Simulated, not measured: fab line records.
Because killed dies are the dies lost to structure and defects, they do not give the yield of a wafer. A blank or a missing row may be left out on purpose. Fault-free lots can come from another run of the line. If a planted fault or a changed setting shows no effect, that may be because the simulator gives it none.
fab line records	flow gf180mcu
record: lots: 24	wafers: 72	lastDay: 34
route steps=602 shown CONTACT@311 V2@397 V4@497 MIM@510 M5@533 TOP_METAL@581
lots that met no fault: from a run of the same line without faults
startH: the number of hours between the record's first day and the start of the first shown wafer of the lot	waitH: hours elapsed since this lot's preceding step	" unchanged from the row above	L1.1+2: a row that stands for several wafers	- either no value or no given start	* or withheld: withheld	< > ~ a bound
route shown NAME@n: NAME is a module with steps in the file, n the number in the route of the first one	usual: mean/standard deviation of fault-free wafers	same: alike in all rows	chamber/n: place in a boat	sites: per-site readings	_std_site: the standard deviation of these	_edge_site: the outer-site mean with the inner-site mean subtracted	radiusMm: how far each site lies from the wafer's centre	mask NAME#n: copy n	behind: the most recent tool/chamber to have shaped the wafer	hold: the reason the lot was held/the length of the hold in hours/how it ended	device: the n, p or np transistor that did not switch	end of line: tests of these same wafers at the route's end	for a step that has no rows: nothing shown but its recipe	killed: at the first sort, the dies lost to defects and structure; wafer yield is something else	map: the dies of a wafer, with x for killed, . for not killed, _ for no die there
set.NAME: the setting as run; set.NAME@STEP: as run at that earlier step	model.NAME: the simulator's own value behind a step, which no gauge read
one table for each step of the route and one row for each wafer, over a sample of lots
services: a tool's chamber out of use, with start hour (startH, from the record's first day; less than 0 if before it), hours out, and reason
== steps ==
step: GF_CONTACT_CVD_24
recipe: material: W	targetThkNm: 300	timeS: 90.339	tempC: 400	pressureTorr: 40
usual: heaterPowerW: 767/70
lot.wafer	tool	chamber	startH	waitH	heaterPowerW	sinceWetCleanH
L074.2	cvdW-01	0	361.62	0.0	709	458
L074.5	"	0	"	"	710	-
L074.6	"	1	"	"	771	-
L075.1	cvdW-02	0	373.14	0.0	865	983
L075.2	"	1	"	"	754	983
L075.5	"	0	"	"	842	-
L076.1	cvdW-01	1	377.58	0.0	760	474
L076.2	"	0	"	"	710	474
L076.4	"	0	"	"	697	-
L077.1	cvdW-02	1	389.19	0.0	752	999
L077.3	"	1	"	"	768	-
L077.6	"	1	"	"	775	-
L078.2	cvdW-01	0	393.40	0.6	716	489
L078.4	"	0	"	"	716	-
L078.6	"	0	"	"	698	-
L079.1	cvdW-01	0	405.12	0.0	712	501
L079.3	"	1	"	"	754	-
L079.6	"	1	"	"	766	-
L080.2	cvdW-01	1	419.69	0.0	782	516
L080.4	"	0	"	"	705	-
L080.6	"	0	"	"	725	-
L081.1	cvdW-02	0	424.07	0.0	880	20
L081.3	"	1	"	"	711	-
L081.4	"	0	"	"	882	-
L082.1	cvdW-01	1	435.98	0.0	763	532
L082.3	"	0	"	"	711	-
L082.5	"	0	"	"	697	-
L083.2	cvdW-01	1	442.01	0.0	761	538
L083.3	"	0	"	"	707	-
L083.6	"	0	"	"	709	-
L084.3	cvdW-01	1	453.18	0.1	756	-
L084.5	"	1	"	"	744	-
L084.6	"	0	"	"	698	-
L085.2	cvdW-02	1	461.28	0.0	711	57
L085.4	"	1	"	"	687	-
L085.6	"	0	"	"	881	-
L086.1	cvdW-01	1	474.07	0.0	773	570
L086.4	"	1	"	"	775	-
L086.6	"	0	"	"	700	-
L087.2	cvdW-02	1	487.02	0.0	716	83
L087.4	"	1	"	"	730	-
L087.6	"	1	"	"	715	-
L088.2	cvdW-02	0	498.46	0.0	893	94
L088.3	"	0	"	"	917	-
L088.6	"	0	"	"	918	-
L089.1	cvdW-02	1	504.08	0.0	701	100
L089.3	"	0	"	"	901	-
L089.6	"	1	"	"	716	-
L090.1	cvdW-01	0	508.80	0.0	709	605
L090.4	"	0	"	"	702	-
L090.5	"	0	"	"	684	-
L091.2	cvdW-02	0	513.57	0.0	928	110
L091.3	"	1	"	"	718	-
L091.4	"	0	"	"	924	-
L092.2	cvdW-01	1	527.41	0.0	773	623
L092.3	"	1	"	"	780	-
L092.5	"	0	"	"	720	-
L093.3	cvdW-02	1	530.70	0.1	704	-
L093.5	"	0	"	"	880	-
L093.6	"	1	"	"	713	-
L094.2	cvdW-02	0	539.47	0.0	886	135
L094.4	"	1	"	"	737	-
L094.6	"	0	"	"	889	-
L095.2	cvdW-01	1	543.82	0.0	799	640
L095.3	"	0	"	"	714	-
L095.4	"	1	"	"	772	-
L096.1	cvdW-01	1	546.27	0.0	772	642
L096.2	"	0	"	"	720	642
L096.6	"	1	"	"	766	-
L097.1	cvdW-01	0	556.81	0.0	717	653
L097.2	"	1	"	"	777	653
L097.4	"	0	"	"	697	-
step: GF_V2_OVL_MEAS_15
usual: V2_OVL: -4/5.8
lot.wafer	tool	chamber	startH	waitH	V2_OVL[nm]
L074.2	overlay-02	-	462.45	0.1	-5
L074.5	"	-	"	"	0
L074.6	"	-	"	"	-3
L075.1	overlay-01	-	472.22	0.1	-11
L075.2	"	-	"	"	-12
L075.5	"	-	"	"	-6
L076.1	overlay-02	-	477.37	0.1	-4
L076.2	"	-	"	"	-2
L076.4	"	-	"	"	-7
L077.1	overlay-02	-	490.37	0.1	-8
L077.3	"	-	"	"	-7
L077.6	"	-	"	"	-13
L078.2	overlay-02	-	495.12	0.1	-6
L078.4	"	-	"	"	-10
L078.6	"	-	"	"	-5
L079.1	overlay-01	-	506.59	0.1	5
L079.3	"	-	"	"	6
L079.6	"	-	"	"	-7
L080.2	overlay-02	-	521.02	0.1	-7
L080.4	"	-	"	"	-10
L080.6	"	-	"	"	-11
L081.1	overlay-02	-	524.44	0.1	-8
L081.3	"	-	"	"	-10
L081.4	"	-	"	"	-10
L082.1	overlay-02	-	534.94	0.1	-9
L082.3	"	-	"	"	-13
L082.5	"	-	"	"	-5
L083.2	overlay-02	-	540.77	0.1	1
L083.3	"	-	"	"	-5
L083.6	"	-	"	"	1
L084.3	overlay-01	-	553.07	0.1	12
L084.5	"	-	"	"	6
L084.6	"	-	"	"	-6
L085.2	overlay-02	-	559.01	0.1	1
L085.4	"	-	"	"	-4
L085.6	"	-	"	"	6
L086.1	overlay-01	-	571.44	0.1	0
L086.4	"	-	"	"	-8
L086.6	"	-	"	"	-10
L087.2	overlay-02	-	584.69	0.1	-4
L087.4	"	-	"	"	-4
L087.6	"	-	"	"	-8
L088.2	overlay-02	-	594.22	0.1	-2
L088.3	"	-	"	"	3
L088.6	"	-	"	"	-8
L089.1	overlay-02	-	598.74	0.1	-2
L089.3	"	-	"	"	3
L089.6	"	-	"	"	-8
L090.1	overlay-01	-	603.64	0.1	0
L090.4	"	-	"	"	-9
L090.5	"	-	"	"	0
L091.2	overlay-02	-	607.77	0.1	-5
L091.3	"	-	"	"	-7
L091.4	"	-	"	"	-8
L092.2	overlay-02	-	619.82	0.1	1
L092.3	"	-	"	"	-9
L092.5	"	-	"	"	-15
L093.3	overlay-02	-	623.70	0.1	4
L093.5	"	-	"	"	2
L093.6	"	-	"	"	-6
L094.2	overlay-01	-	630.52	0.1	-5
L094.4	"	-	"	"	-5
L094.6	"	-	"	"	-6
L095.2	overlay-01	-	635.19	0.1	4
L095.3	"	-	"	"	-6
L095.4	"	-	"	"	-6
L096.1	overlay-02	-	636.72	0.1	1
L096.2	"	-	"	"	-8
L096.6	"	-	"	"	-12
L097.1	overlay-01	-	647.56	0.1	-3
L097.2	"	-	"	"	-7
L097.4	"	-	"	"	-6
step: GF_V4_SPUTTER_21
recipe: material: Ti	targetThkNm: 15	chamberPressurePa: 5	powerW: 2500	substrateTempC: 200	timeS: 80.02
usual: cathodeDcPowerW: 2500.0/0.45	chamberPressurePa: 4.998/0.0098	throttleValvePct: 30.6/0.73
lot.wafer	tool	chamber	startH	waitH	cathodeDcPowerW	chamberPressurePa	throttleValvePct
L074.2	pvdSputter-01	-	563.26	0.0	2499.7	5.005	30.7
L074.5	"	-	"	"	2499.6	5.013	31.4
L074.6	"	-	"	"	2499.5	4.995	31.4
L075.1	pvdSputter-04	-	571.44	0.0	2500.2	4.999	29.1
L075.2	"	-	"	"	2500.3	4.995	30.1
L075.5	"	-	"	"	2499.9	5.004	28.7
L076.1	pvdSputter-01	-	575.89	0.0	2499.3	4.987	29.7
L076.2	"	-	"	"	2500.2	4.976	31.6
L076.4	"	-	"	"	2500.6	5.015	31.6
L077.1	pvdSputter-03	-	587.27	0.0	2501.0	5.002	31.1
L077.3	"	-	"	"	2499.7	5.001	30.4
L077.6	"	-	"	"	2499.5	4.995	31.0
L078.2	pvdSputter-01	-	592.81	0.0	2499.9	5.013	29.7
L078.4	"	-	"	"	2499.2	4.999	31.4
L078.6	"	-	"	"	2500.6	4.973	29.5
L079.1	pvdSputter-04	-	603.10	0.0	2499.7	5.010	30.4
L079.3	"	-	"	"	2499.6	4.981	28.8
L079.6	"	-	"	"	2500.2	5.001	30.0
L080.2	pvdSputter-01	-	616.27	0.0	2500.3	4.992	31.4
L080.4	"	-	"	"	2500.3	4.997	31.1
L080.6	"	-	"	"	2500.3	5.004	31.4
L081.1	pvdSputter-01	-	619.80	0.0	2500.1	5.005	31.6
L081.3	"	-	"	"	2499.8	4.990	29.6
L081.4	"	-	"	"	2499.5	4.991	31.8
L082.1	pvdSputter-03	-	627.89	0.0	2499.2	5.008	30.3
L082.3	"	-	"	"	2501.0	5.018	31.2
L082.5	"	-	"	"	2499.2	5.004	30.2
L083.2	pvdSputter-01	-	634.44	0.0	2499.3	5.002	30.9
L083.3	"	-	"	"	2500.0	5.023	31.3
L083.6	"	-	"	"	2499.6	5.002	30.8
L084.3	pvdSputter-03	-	645.05	0.0	2500.1	5.025	30.6
L084.5	"	-	"	"	2499.7	4.999	30.1
L084.6	"	-	"	"	2500.1	5.008	31.3
L085.2	pvdSputter-04	-	650.68	0.0	2499.8	4.984	29.1
L085.4	"	-	"	"	2499.7	5.007	30.3
L085.6	"	-	"	"	2500.9	5.006	30.0
L086.1	pvdSputter-01	-	661.82	0.0	2500.1	5.001	31.5
L086.4	"	-	"	"	2499.8	4.980	31.5
L086.6	"	-	"	"	2500.3	4.996	31.5
L087.2	pvdSputter-03	-	673.05	0.0	2500.1	5.010	30.3
L087.4	"	-	"	"	2499.5	4.998	31.1
L087.6	"	-	"	"	2499.7	4.989	30.4
L088.2	pvdSputter-01	-	682.91	0.0	2500.9	5.023	29.5
L088.3	"	-	"	"	2500.1	4.997	31.6
L088.6	"	-	"	"	2499.7	4.984	31.6
L089.1	pvdSputter-03	-	685.50	0.0	2498.9	4.996	30.4
L089.3	"	-	"	"	2500.3	4.994	30.6
L089.6	"	-	"	"	2499.2	4.987	31.2
L090.1	pvdSputter-03	-	690.25	0.0	2501.0	4.993	30.5
L090.4	"	-	"	"	2499.4	4.992	30.4
L090.5	"	-	"	"	2499.6	5.000	30.9
L091.2	pvdSputter-04	-	693.60	0.0	2499.2	4.978	29.6
L091.3	"	-	"	"	2500.1	5.007	30.2
L091.4	"	-	"	"	2500.8	4.999	30.1
L092.2	pvdSputter-03	-	703.97	0.0	2500.4	5.005	30.8
L092.3	"	-	"	"	2500.4	4.995	31.0
L092.5	"	-	"	"	2500.2	4.986	30.9
L093.3	pvdSputter-01	-	706.93	0.0	2500.1	5.008	29.5
L093.5	"	-	"	"	2499.7	4.994	31.2
L093.6	"	-	"	"	2499.7	4.995	31.4
L094.2	pvdSputter-01	-	713.96	0.0	2499.9	4.995	31.4
L094.4	"	-	"	"	2499.3	4.988	30.9
L094.6	"	-	"	"	2499.5	4.994	31.5
L095.2	pvdSputter-01	-	718.33	0.0	2500.1	5.013	30.9
L095.3	"	-	"	"	2500.0	4.983	31.7
L095.4	"	-	"	"	2499.9	4.991	29.6
L096.1	pvdSputter-04	-	719.31	0.0	2499.7	4.984	30.3
L096.2	"	-	"	"	2500.8	5.005	29.6
L096.6	"	-	"	"	2500.0	4.996	30.4
L097.1	pvdSputter-03	-	729.04	0.0	2499.8	4.997	31.0
L097.2	"	-	"	"	2499.9	5.003	30.1
L097.4	"	-	"	"	2499.2	5.004	30.5
step: GF_MIM_SPUTTER_07
recipe: material: TiN	targetThkNm: 60	powerW: 6500	timeS: 50	chamberPressurePa: 0.4
usual: cathodeDcPowerW: 6499.9/1.2	chamberPressurePa: 0.4001/0.00082	throttleValvePct: 30.3/0.8
lot.wafer	tool	chamber	startH	waitH	cathodeDcPowerW	chamberPressurePa	throttleValvePct
L074.2	pvdSputter-04	-	564.27	0.0	6500.1	0.3998	29.0
L074.5	"	-	"	"	6499.3	0.3993	30.3
L074.6	"	-	"	"	6499.6	0.4003	28.8
L075.1	pvdSputter-03	-	572.44	0.1	6499.5	0.3992	30.0
L075.2	"	-	"	"	6499.8	0.3990	30.4
L075.5	"	-	"	"	6500.9	0.4007	30.8
L076.1	pvdSputter-02	-	576.89	0.1	6500.1	0.3994	29.8
L076.2	"	-	"	"	6502.2	0.3991	29.3
L076.4	"	-	"	"	6501.4	0.3989	31.5
L077.1	pvdSputter-03	-	588.28	0.1	6500.5	0.4018	30.2
L077.3	"	-	"	"	6499.5	0.4002	31.0
L077.6	"	-	"	"	6501.1	0.3996	30.2
L078.2	pvdSputter-04	-	593.82	0.0	6500.7	0.3986	28.9
L078.4	"	-	"	"	6500.1	0.3999	28.8
L078.6	"	-	"	"	6499.3	0.4022	30.4
L079.1	pvdSputter-04	-	604.11	0.1	6498.6	0.4010	30.2
L079.3	"	-	"	"	6498.3	0.4000	29.6
L079.6	"	-	"	"	6500.3	0.4012	29.4
L080.2	pvdSputter-02	-	617.28	0.0	6499.8	0.4007	31.6
L080.4	"	-	"	"	6500.1	0.3997	31.8
L080.6	"	-	"	"	6499.3	0.4019	31.4
L081.1	pvdSputter-04	-	620.81	0.1	6499.4	0.4009	30.2
L081.3	"	-	"	"	6500.7	0.4004	30.1
L081.4	"	-	"	"	6500.1	0.3984	29.9
L082.1	pvdSputter-03	-	628.90	0.1	6502.4	0.4003	30.2
L082.3	"	-	"	"	6496.8	0.4010	30.9
L082.5	"	-	"	"	6499.7	0.3995	31.1
L083.2	pvdSputter-02	-	635.45	0.0	6500.2	0.3992	29.8
L083.3	"	-	"	"	6498.0	0.3989	29.1
L083.6	"	-	"	"	6499.9	0.3988	31.5
L084.3	pvdSputter-04	-	646.06	0.0	6499.9	0.4007	28.6
L084.5	"	-	"	"	6500.8	0.3993	28.6
L084.6	"	-	"	"	6499.2	0.4005	30.1
L085.2	pvdSputter-04	-	651.68	0.0	6500.4	0.3992	29.5
L085.4	"	-	"	"	6498.9	0.4006	30.3
L085.6	"	-	"	"	6497.7	0.3995	29.9
L086.1	pvdSputter-02	-	662.83	0.1	6501.6	0.3998	29.2
L086.4	"	-	"	"	6500.8	0.3994	30.1
L086.6	"	-	"	"	6500.5	0.4003	29.3
L087.2	pvdSputter-04	-	674.06	0.0	6498.7	0.3997	30.3
L087.4	"	-	"	"	6500.3	0.4004	29.2
L087.6	"	-	"	"	6500.3	0.3999	29.5
L088.2	pvdSputter-02	-	683.92	0.0	6499.6	0.4007	29.9
L088.3	"	-	"	"	6500.9	0.3997	29.5
L088.6	"	-	"	"	6499.5	0.3999	31.6
L089.1	pvdSputter-03	-	686.51	0.1	6499.7	0.3990	30.7
L089.3	"	-	"	"	6497.9	0.3997	30.3
L089.6	"	-	"	"	6500.6	0.4006	30.9
L090.1	pvdSputter-03	-	691.26	0.1	6501.0	0.4009	30.5
L090.4	"	-	"	"	6500.3	0.3993	31.0
L090.5	"	-	"	"	6500.7	0.3995	31.0
L091.2	pvdSputter-04	-	694.61	0.0	6501.2	0.4010	28.8
L091.3	"	-	"	"	6500.3	0.4001	30.4
L091.4	"	-	"	"	6501.4	0.4005	29.6
L092.2	pvdSputter-04	-	704.97	0.0	6501.0	0.4010	30.2
L092.3	"	-	"	"	6501.2	0.3990	29.0
L092.5	"	-	"	"	6501.4	0.3993	30.5
L093.3	pvdSputter-03	-	707.93	0.0	6500.9	0.4008	30.8
L093.5	"	-	"	"	6499.6	0.3994	30.9
L093.6	"	-	"	"	6497.2	0.3994	30.3
L094.2	pvdSputter-02	-	715.08	0.0	6498.0	0.3995	31.6
L094.4	"	-	"	"	6499.8	0.3994	31.5
L094.6	"	-	"	"	6498.3	0.4004	31.7
L095.2	pvdSputter-03	-	719.45	0.0	6499.5	0.4007	30.4
L095.3	"	-	"	"	6498.8	0.3996	31.0
L095.4	"	-	"	"	6497.6	0.3993	30.9
L096.1	pvdSputter-04	-	720.32	0.1	6498.8	0.4003	30.5
L096.2	"	-	"	"	6500.5	0.4021	29.7
L096.6	"	-	"	"	6498.7	0.3986	29.5
L097.1	pvdSputter-03	-	730.05	0.1	6500.2	0.3989	31.0
L097.2	"	-	"	"	6501.6	0.3995	30.1
L097.4	"	-	"	"	6501.6	0.4001	30.4
step: GF_M5_CD_MEAS_07
recipe: targetCdNm: 280
usual: cdNm: 279.3/1.3
lot.wafer	tool	chamber	startH	waitH	cdNm
L074.2	cdSem-01	-	607.72	0.1	278.8
L074.5	"	-	"	"	278.6
L074.6	"	-	"	"	279.7
L075.1	cdSem-01	-	616.05	0.1	281.0
L075.2	"	-	"	"	281.6
L075.5	"	-	"	"	280.6
L076.1	cdSem-01	-	619.11	0.1	279.3
L076.2	"	-	"	"	278.2
L076.4	"	-	"	"	278.0
L077.1	cdSem-02	-	629.91	0.1	276.2
L077.3	"	-	"	"	276.9
L077.6	"	-	"	"	276.9
L078.2	cdSem-02	-	635.67	0.1	277.9
L078.4	"	-	"	"	278.0
L078.6	"	-	"	"	278.8
L079.1	cdSem-02	-	645.55	0.1	280.1
L079.3	"	-	"	"	280.0
L079.6	"	-	"	"	279.3
L080.2	cdSem-01	-	657.61	0.1	279.0
L080.4	"	-	"	"	279.6
L080.6	"	-	"	"	279.8
L081.1	cdSem-01	-	660.64	0.1	278.6
L081.3	"	-	"	"	276.5
L081.4	"	-	"	"	278.1
L082.1	cdSem-01	-	669.21	0.1	279.1
L082.3	"	-	"	"	278.5
L082.5	"	-	"	"	278.9
L083.2	cdSem-01	-	675.31	0.1	280.8
L083.3	"	-	"	"	279.2
L083.6	"	-	"	"	280.9
L084.3	cdSem-01	-	685.03	0.1	279.9
L084.5	"	-	"	"	279.8
L084.6	"	-	"	"	280.1
L085.2	cdSem-01	-	690.21	0.1	280.6
L085.4	"	-	"	"	281.3
L085.6	"	-	"	"	280.7
L086.1	cdSem-01	-	700.16	0.1	280.8
L086.4	"	-	"	"	280.5
L086.6	"	-	"	"	280.3
L087.2	cdSem-01	-	711.98	0.1	280.3
L087.4	"	-	"	"	281.0
L087.6	"	-	"	"	282.0
L088.2	cdSem-01	-	720.33	0.1	279.1
L088.3	"	-	"	"	279.9
L088.6	"	-	"	"	278.7
L089.1	cdSem-01	-	723.66	0.1	281.3
L089.3	"	-	"	"	281.0
L089.6	"	-	"	"	280.9
L090.1	cdSem-02	-	728.49	0.1	277.9
L090.4	"	-	"	"	280.2
L090.5	"	-	"	"	278.8
L091.2	cdSem-02	-	730.88	0.1	280.5
L091.3	"	-	"	"	279.5
L091.4	"	-	"	"	278.6
L092.2	cdSem-02	-	740.68	0.1	276.6
L092.3	"	-	"	"	278.1
L092.5	"	-	"	"	277.8
L093.3	cdSem-01	-	744.05	0.1	279.4
L093.5	"	-	"	"	280.0
L093.6	"	-	"	"	279.4
L094.2	cdSem-01	-	749.93	0.1	279.5
L094.4	"	-	"	"	278.6
L094.6	"	-	"	"	278.4
L095.2	cdSem-01	-	753.91	0.1	276.3
L095.3	"	-	"	"	278.3
L095.4	"	-	"	"	278.6
L096.1	cdSem-01	-	754.36	0.1	278.2
L096.2	"	-	"	"	279.8
L096.6	"	-	"	"	278.2
L097.1	cdSem-01	-	763.34	0.1	278.9
L097.2	"	-	"	"	279.4
L097.4	"	-	"	"	278.7
step: GF_TOP_METAL_CD_MEAS_14
recipe: targetCdNm: 440
usual: cdNm: 439.8/2
lot.wafer	tool	chamber	startH	waitH	cdNm
L074.2	cdSem-01	-	651.35	0.2	439.4
L074.5	"	-	"	"	439.7
L074.6	"	-	"	"	440.9
L075.1	cdSem-01	-	659.60	0.1	440.9
L075.2	"	-	"	"	440.6
L075.5	"	-	"	"	440.2
L076.1	cdSem-01	-	662.07	0.1	438.9
L076.2	"	-	"	"	438.4
L076.4	"	-	"	"	437.7
L077.1	cdSem-01	-	672.82	0.1	440.6
L077.3	"	-	"	"	442.3
L077.6	"	-	"	"	440.1
L078.2	cdSem-01	-	678.29	0.1	440.3
L078.4	"	-	"	"	440.7
L078.6	"	-	"	"	440.0
L079.1	cdSem-01	-	687.59	0.1	442.2
L079.3	"	-	"	"	440.3
L079.6	"	-	"	"	441.8
L080.2	cdSem-01	-	699.26	0.1	443.5
L080.4	"	-	"	"	443.5
L080.6	"	-	"	"	441.7
L081.1	cdSem-02	-	702.43	0.1	436.0
L081.3	"	-	"	"	437.3
L081.4	"	-	"	"	436.5
L082.1	cdSem-02	-	710.22	0.1	439.2
L082.3	"	-	"	"	439.4
L082.5	"	-	"	"	437.2
L083.2	cdSem-01	-	714.61	0.1	440.2
L083.3	"	-	"	"	440.2
L083.6	"	-	"	"	439.3
L084.3	cdSem-01	-	724.88	0.1	439.8
L084.5	"	-	"	"	439.3
L084.6	"	-	"	"	440.2
L085.2	cdSem-01	-	729.34	0.1	440.5
L085.4	"	-	"	"	443.1
L085.6	"	-	"	"	441.1
L086.1	cdSem-01	-	739.29	0.1	437.6
L086.4	"	-	"	"	437.1
L086.6	"	-	"	"	437.3
L087.2	cdSem-02	-	749.96	0.1	441.4
L087.4	"	-	"	"	440.8
L087.6	"	-	"	"	442.7
L088.2	cdSem-02	-	757.29	0.1	439.6
L088.3	"	-	"	"	439.9
L088.6	"	-	"	"	440.7
L089.1	cdSem-02	-	760.82	0.1	438.3
L089.3	"	-	"	"	437.6
L089.6	"	-	"	"	435.8
L090.1	cdSem-02	-	765.54	0.1	443.6
L090.4	"	-	"	"	441.1
L090.5	"	-	"	"	442.5
L091.2	cdSem-02	-	767.79	0.1	440.6
L091.3	"	-	"	"	440.8
L091.4	"	-	"	"	441.8
L092.2	cdSem-01	-	775.56	0.1	437.6
L092.3	"	-	"	"	437.0
L092.5	"	-	"	"	436.5
L093.3	cdSem-02	-	779.33	0.1	436.7
L093.5	"	-	"	"	436.9
L093.6	"	-	"	"	436.2
L094.2	cdSem-01	-	786.06	0.1	441.8
L094.4	"	-	"	"	441.3
L094.6	"	-	"	"	441.7
L095.2	cdSem-01	-	790.11	0.1	438.6
L095.3	"	-	"	"	438.2
L095.4	"	-	"	"	434.8
L096.1	cdSem-01	-	790.47	0.1	440.4
L096.2	"	-	"	"	441.4
L096.6	"	-	"	"	441.5
L097.1	cdSem-02	-	796.99	0.1	439.0
L097.2	"	-	"	"	439.7
L097.4	"	-	"	"	437.3
== services ==
tool	chamber	startH	hours	kind
pvdSputter-02	-	365.87	0.6	repair
pvdSputter-04	-	375.21	0.6	repair
cvdW-01	-	386.38	6.9	pm
cvdW-02	-	390.00	14.0	pm
pvdSputter-02	-	401.14	6.1	repair
pvdSputter-04	-	408.35	5.3	repair
cvdW-02	0	465.00	10.3	repair
pvdSputter-04	-	476.01	1.4	repair
pvdSputter-01	-	484.12	6.3	repair
pvdSputter-04	-	506.16	4.1	repair
pvdSputter-02	-	528.27	2.2	repair
pvdSputter-03	2	540.27	-	consumableReplace:kit
pvdSputter-03	2	540.27	18.0	scheduledDown
pvdSputter-03	2	540.27	18.0	ventCycle
cvdW-02	-	545.41	6.9	pm
pvdSputter-03	-	550.99	0.7	repair
pvdSputter-04	-	558.58	0.7	repair
cvdW-01	-	579.26	2.8	pm
pvdSputter-04	-	625.58	2.8	repair
pvdSputter-04	-	637.99	2.0	repair
pvdSputter-04	-	657.92	4.0	repair
cvdW-02	-	678.50	2.8	pm
cvdW-02	0	713.90	9.9	repair
cvdW-01	-	719.83	0.6	repair
== key ==
fault none
